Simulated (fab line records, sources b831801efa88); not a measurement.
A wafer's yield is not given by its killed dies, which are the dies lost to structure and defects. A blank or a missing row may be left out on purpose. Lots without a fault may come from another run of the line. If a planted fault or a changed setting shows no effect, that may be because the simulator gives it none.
fab line records + flow sfq_line
record:
- lots: 14
- wafers: 40
- last_day: 82
route steps=325 shown I2@104
lots that met no fault: taken from a fault-free run of the same line
start_h: hours from the record's opening day to when the first of the lot's shown wafers began + wait_h: hours since the lot's step before + " unchanged from the row above + L1.1+2: several wafers, shown together as one row + - no value, or no start given + * or withheld: withheld + < > ~ a bound
route shown NAME@n: NAME is a module with steps in the file, n the number in the route of the first one + usual: the fault-free wafers' mean and standard deviation + same: alike in all rows + chamber/n: place in a boat + sites: each site's reading + _std_site: standard deviation of those values + _edge_site: the outer-site mean with the inner-site mean subtracted + radius_mm: for every site, how far away it sits from the centre of the wafer + mask NAME#n: copy n + behind: the most recent tool/chamber to have shaped the wafer + hold: why the lot went on hold/how many hours it stayed there/how the hold came to an end + device: whichever transistor did not switch (one of n, p or np) + end of line: at the end of the route, the tests of the same wafers + a step given without rows: its recipe and nothing more + killed: at the first sort, the dies lost to defects and structure; wafer yield is something else + map: the dies of a wafer, with x for killed, . for not killed, _ for no die there
set.NAME: the setting the step ran with; set.NAME@STEP: the setting that earlier step ran with + model.NAME: the simulator's own value behind a step, which no gauge read
the route's steps for a sample of lots (tables are steps, rows are wafers)
services: when a tool's chamber went out of use (start_h, in hours from the record's first day, below 0 if earlier), for how many hours, and the reason
== steps ==
step: SFQ_TRILAYER_I2_CMP_CMP_064
recipe:
- material: SiO2
- down_force_psi: 3
- platen_rpm: 60
- pad_velocity_m_s: 0.94248
usual:
- motor_current_A: 10.7/0.99
- time_to_endpoint_s: 214/6.4
| lot.wafer | tool   | chamber | start_h | wait_h | motor_current_A | time_to_endpoint_s |
|-----------|--------|---------|---------|--------|-----------------|--------------------|
| L246.1    | cmp-01 | 2       | 527.77  | 2.7    | 10.3            | 204                |
| L246.2    | "      | 1       | 529.27  | 4.2    | 11.8            | 212                |
| L246.5    | "      | 2       | "       | "      | 10.0            | 211                |
| L248.4    | cmp-01 | 1       | 539.79  | 0.0    | 11.9            | 217                |
| L248.2    | "      | 3       | 540.79  | 1.0    | 11.1            | 204                |
| L248.6    | "      | 1       | 541.79  | 2.0    | 11.5            | 216                |
| L250.2    | cmp-01 | 3       | 551.79  | 0.9    | 12.0            | 214                |
| L250.1    | "      | 2       | 553.29  | 2.4    | 9.9             | 209                |
| L250.6    | "      | 3       | "       | "      | 10.6            | 216                |
| L251.4    | cmp-02 | 2       | 556.07  | 1.5    | 9.1             | 211                |
| L251.5    | "      | 3       | "       | "      | 9.8             | 219                |
| L251.6    | "      | 0       | "       | "      | 9.7             | 220                |
| L252.3    | cmp-01 | 2       | 557.47  | 0.5    | 9.9             | 207                |
| L252.4    | "      | 3       | "       | "      | 11.6            | 221                |
| L252.6    | "      | 2       | 559.47  | 2.5    | 9.2             | 220                |
| L259.4    | cmp-01 | 0       | 816.78  | 0.6    | 11.6            | 217                |
| L259.3    | "      | 3       | 818.28  | 2.1    | 11.1            | 212                |
| L259.5    | "      | 0       | "       | "      | 10.9            | 229                |
| L260.4    | cmp-01 | 0       | 823.28  | 2.3    | 11.2            | 222                |
| L260.5    | "      | 3       | 824.78  | 3.8    | 11.5            | 226                |
| L262.1    | cmp-01 | 0       | 837.78  | 8.4    | 10.8            | 216                |
| L262.5    | "      | 0       | 839.78  | 10.4   | 11.3            | 230                |
| L263.3    | cmp-02 | 2       | 900.12  | 21.2   | 9.3             | 203                |
| L263.6    | "      | 0       | 901.12  | 22.2   | 9.6             | 213                |
| L263.5    | "      | 1       | "       | "      | 10.6            | 215                |
| L264.1    | cmp-02 | 3       | 902.12  | 19.6   | 9.5             | 205                |
| L264.2    | "      | 0       | "       | "      | 9.9             | 211                |
| L264.3    | "      | 2       | 903.62  | 21.1   | 9.5             | 202                |
| L265.1    | cmp-01 | 2       | 917.28  | 24.0   | 9.8             | 211                |
| L265.5    | "      | 3       | "       | "      | 11.2            | 222                |
| L265.6    | "      | 0       | "       | "      | 11.7            | 214                |
| L266.1    | cmp-02 | 2       | 921.12  | 26.6   | 9.5             | 214                |
| L266.3    | "      | 0       | 922.12  | 27.6   | 9.7             | 213                |
| L266.5    | "      | 2       | 923.12  | 28.6   | 9.4             | 211                |
| L267.2    | cmp-01 | 1       | 922.78  | 27.1   | 12.1            | 219                |
| L267.1    | "      | 2       | "       | "      | 9.9             | 216                |
| L267.5    | "      | 3       | "       | "      | 11.2            | 221                |
| L268.4    | cmp-01 | 3       | 924.78  | 26.6   | 10.9            | 218                |
| L268.2    | "      | 1       | 925.78  | 27.7   | 12.4            | 213                |
| L268.6    | "      | 0       | 927.28  | 29.1   | 11.8            | 213                |
step: SFQ_TRILAYER_I2_METRO_MEASURE_065
usual:
- thk_nm: 200.2/0.91
| lot.wafer | tool          | chamber | start_h | wait_h | thk_nm |
|-----------|---------------|---------|---------|--------|--------|
| L246.1    | film_metro-02 | -       | 530.89  | 0.1    | 200.3  |
| L246.2    | "             | -       | "       | "      | 200.5  |
| L246.5    | "             | -       | "       | "      | 200.7  |
| L248.2    | film_metro-01 | -       | 543.11  | 0.3    | 201.6  |
| L248.4    | "             | -       | "       | "      | 201.2  |
| L248.6    | "             | -       | "       | "      | 201.1  |
| L250.1    | film_metro-01 | -       | 554.91  | 0.1    | 199.7  |
| L250.2    | "             | -       | "       | "      | 200.4  |
| L250.6    | "             | -       | "       | "      | 201.5  |
| L251.4    | film_metro-04 | -       | 558.29  | 0.6    | 201.0  |
| L251.5    | "             | -       | "       | "      | 200.4  |
| L251.6    | "             | -       | "       | "      | 201.9  |
| L252.3    | film_metro-02 | -       | 560.49  | 0.5    | 200.6  |
| L252.4    | "             | -       | "       | "      | 201.0  |
| L252.6    | "             | -       | "       | "      | 200.6  |
| L259.3    | film_metro-01 | -       | 820.30  | 0.5    | 199.6  |
| L259.4    | "             | -       | "       | "      | 199.3  |
| L259.5    | "             | -       | "       | "      | 180.4  |
| L260.4    | film_metro-04 | -       | 826.50  | 0.6    | 200.1  |
| L260.5    | "             | -       | "       | "      | 181.1  |
| L262.1    | film_metro-04 | -       | 840.90  | 0.1    | 200.1  |
| L262.5    | "             | -       | "       | "      | 201.3  |
| L263.3    | film_metro-01 | -       | 902.64  | 0.5    | 198.1  |
| L263.5    | "             | -       | "       | "      | 198.3  |
| L263.6    | "             | -       | "       | "      | 200.0  |
| L264.1    | film_metro-04 | -       | 905.24  | 0.1    | 198.8  |
| L264.2    | "             | -       | "       | "      | 198.4  |
| L264.3    | "             | -       | "       | "      | 199.7  |
| L265.1    | film_metro-04 | -       | 918.90  | 0.1    | 199.8  |
| L265.5    | "             | -       | "       | "      | 200.0  |
| L265.6    | "             | -       | "       | "      | 201.8  |
| L266.1    | film_metro-02 | -       | 924.24  | 0.1    | 198.1  |
| L266.3    | "             | -       | "       | "      | 199.0  |
| L266.5    | "             | -       | "       | "      | 198.3  |
| L267.1    | film_metro-04 | -       | 924.90  | 0.1    | 200.2  |
| L267.2    | "             | -       | "       | "      | 201.2  |
| L267.5    | "             | -       | "       | "      | 201.3  |
| L268.2    | film_metro-02 | -       | 928.10  | 0.3    | 199.1  |
| L268.4    | "             | -       | "       | "      | 200.8  |
| L268.6    | "             | -       | "       | "      | 199.8  |
step: SFQ_TRILAYER_I2_VIA_ETCH_VIA_ETCH_070
recipe:
- target: SiO2
- stop_on: Nb
- mask_material: PR
- taper_deg: 20
- chemistry: CHF3
- target_depth_nm: 260
- source_w: 500
- bias_w: 80
- pressure_mtorr: 30
- time_s: withheld
usual:
- drypump_motor_current_A: 5.6/0.65
- oes_product_au: 0.855/0.0051
| lot.wafer | tool        | chamber | start_h | wait_h | drypump_motor_current_A | oes_product_au |
|-----------|-------------|---------|---------|--------|-------------------------|----------------|
| L246.1    | rie_diel-03 | 3       | 685.93  | 0.0    | 5.3                     | 0.853          |
| L246.2    | "           | 2       | "       | "      | 6.5                     | 0.848          |
| L246.5    | "           | 2       | "       | "      | 6.5                     | 0.860          |
| L248.2    | rie_diel-03 | 1       | 696.53  | 0.0    | 6.5                     | 0.860          |
| L248.4    | "           | 3       | "       | "      | 5.2                     | 0.856          |
| L248.6    | "           | 3       | "       | "      | 5.2                     | 0.851          |
| L250.1    | rie_diel-01 | 2       | 711.68  | 0.0    | 5.6                     | 0.852          |
| L250.2    | "           | 1       | "       | "      | 4.7                     | 0.858          |
| L250.6    | "           | 0       | "       | "      | 5.7                     | 0.865          |
| L251.4    | rie_diel-03 | 0       | 714.08  | 0.0    | 5.1                     | 0.855          |
| L251.5    | "           | 3       | "       | "      | 5.3                     | 0.860          |
| L251.6    | "           | 0       | "       | "      | 5.1                     | 0.857          |
| L252.3    | rie_diel-01 | 0       | 716.48  | 0.0    | 5.7                     | 0.861          |
| L252.4    | "           | 1       | "       | "      | 4.7                     | 0.861          |
| L252.6    | "           | 3       | "       | "      | 6.5                     | 0.854          |
| L259.3    | rie_diel-02 | 1       | 953.98  | 0.0    | 4.8                     | 0.853          |
| L259.4    | "           | 3       | "       | "      | 5.8                     | 0.849          |
| L259.5    | "           | 0       | "       | "      | 6.4                     | 0.804          |
| L260.4    | rie_diel-03 | 1       | 957.58  | 0.0    | 6.5                     | 0.858          |
| L260.5    | "           | 3       | "       | "      | 5.2                     | 0.811          |
| L262.1    | rie_diel-02 | 1       | 963.58  | 0.0    | 4.8                     | 0.854          |
| L262.5    | "           | 3       | "       | "      | 5.8                     | 0.857          |
| L263.3    | rie_diel-03 | 2       | 1007.98 | 0.0    | 6.5                     | 0.854          |
| L263.5    | "           | 3       | "       | "      | 5.2                     | 0.855          |
| L263.6    | "           | 2       | "       | "      | 6.5                     | 0.851          |
| L264.1    | rie_diel-01 | 0       | 1010.38 | 0.0    | 5.7                     | 0.849          |
| L264.2    | "           | 1       | "       | "      | 4.7                     | 0.842          |
| L264.3    | "           | 2       | "       | "      | 5.6                     | 0.860          |
| L265.1    | rie_diel-01 | 0       | 1029.32 | 0.0    | 5.7                     | 0.857          |
| L265.5    | "           | 1       | "       | "      | 4.7                     | 0.853          |
| L265.6    | "           | 2       | "       | "      | 5.6                     | 0.867          |
| L266.1    | rie_diel-03 | 0       | 1032.92 | 0.0    | 5.1                     | 0.851          |
| L266.3    | "           | 3       | "       | "      | 5.2                     | 0.856          |
| L266.5    | "           | 0       | "       | "      | 5.1                     | 0.851          |
| L267.1    | rie_diel-02 | 1       | 1034.12 | 0.0    | 4.8                     | 0.851          |
| L267.2    | "           | 0       | "       | "      | 6.4                     | 0.863          |
| L267.5    | "           | 2       | "       | "      | 5.6                     | 0.851          |
| L268.2    | rie_diel-01 | 2       | 1035.32 | 0.0    | 5.6                     | 0.852          |
| L268.4    | "           | 1       | "       | "      | 4.7                     | 0.858          |
| L268.6    | "           | 0       | "       | "      | 5.7                     | 0.852          |
== services ==
| tool        | chamber | start_h | hours | kind   |
|-------------|---------|---------|-------|--------|
| rie_diel-03 | 3       | 511.91  | 13.4  | repair |
| cmp-01      | -       | 567.19  | 0.6   | repair |
| cmp-01      | -       | 575.63  | 0.4   | repair |
| rie_diel-03 | -       | 608.51  | 0.4   | repair |
| cmp-01      | -       | 611.76  | 2.2   | pm     |
| rie_diel-03 | -       | 616.41  | 14.6  | pm     |
| cmp-01      | -       | 640.86  | 1.8   | repair |
| rie_diel-03 | 2       | 642.55  | 2.7   | repair |
| cmp-01      | -       | 664.61  | 3.9   | pm     |
| cmp-01      | -       | 677.66  | 0.3   | repair |
| rie_diel-03 | 1       | 692.40  | 2.6   | repair |
| cmp-01      | -       | 745.68  | 12.0  | pm     |
| cmp-01      | -       | 757.72  | 4.0   | pm     |
| rie_diel-03 | -       | 769.94  | 2.8   | pm     |
| cmp-01      | -       | 794.45  | 3.8   | repair |
| rie_diel-03 | 0       | 831.82  | 6.7   | repair |
| cmp-01      | -       | 833.06  | 0.6   | repair |
| rie_diel-03 | -       | 833.68  | 1.0   | repair |
| rie_diel-03 | 0       | 885.47  | 4.3   | repair |
| cmp-01      | -       | 910.18  | 1.0   | repair |
| cmp-01      | -       | 964.94  | 1.3   | repair |
| cmp-01      | -       | 982.24  | 4.2   | pm     |
| cmp-01      | -       | 989.35  | 14.4  | repair |
| cmp-01      | -       | 992.38  | 3.0   | repair |
== key ==
first_sign:
- step: SFQ_TRILAYER_I2_METRO_MEASURE_065
- reading: thk_nm
- direction: down
- sigmas: 21
- usual: 200.2
- struck: 180.7
effect:
- step: SFQ_TRILAYER_I2_VIA_ETCH_VIA_ETCH_070
- reading: oes_product_au
- direction: down
- sigmas: 9.4
- usual: 0.855
- struck: 0.808
met_at SFQ_TRILAYER_I2_CMP_CMP_064
struck_lots L259,L260
struck_wafers L259.5,L260.5
fault:
- kind: process_parameter_drift
- tool: cmp-01
- chamber: -
- onset_h: 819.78
- steps: SFQ_TRILAYER_I2_CMP_CMP_064
- channel: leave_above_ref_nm
- offset: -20
- shape: step
- end_h: 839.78
- scope: struck_wafers_only
- acts_in: these_recipes_only
- stated: 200
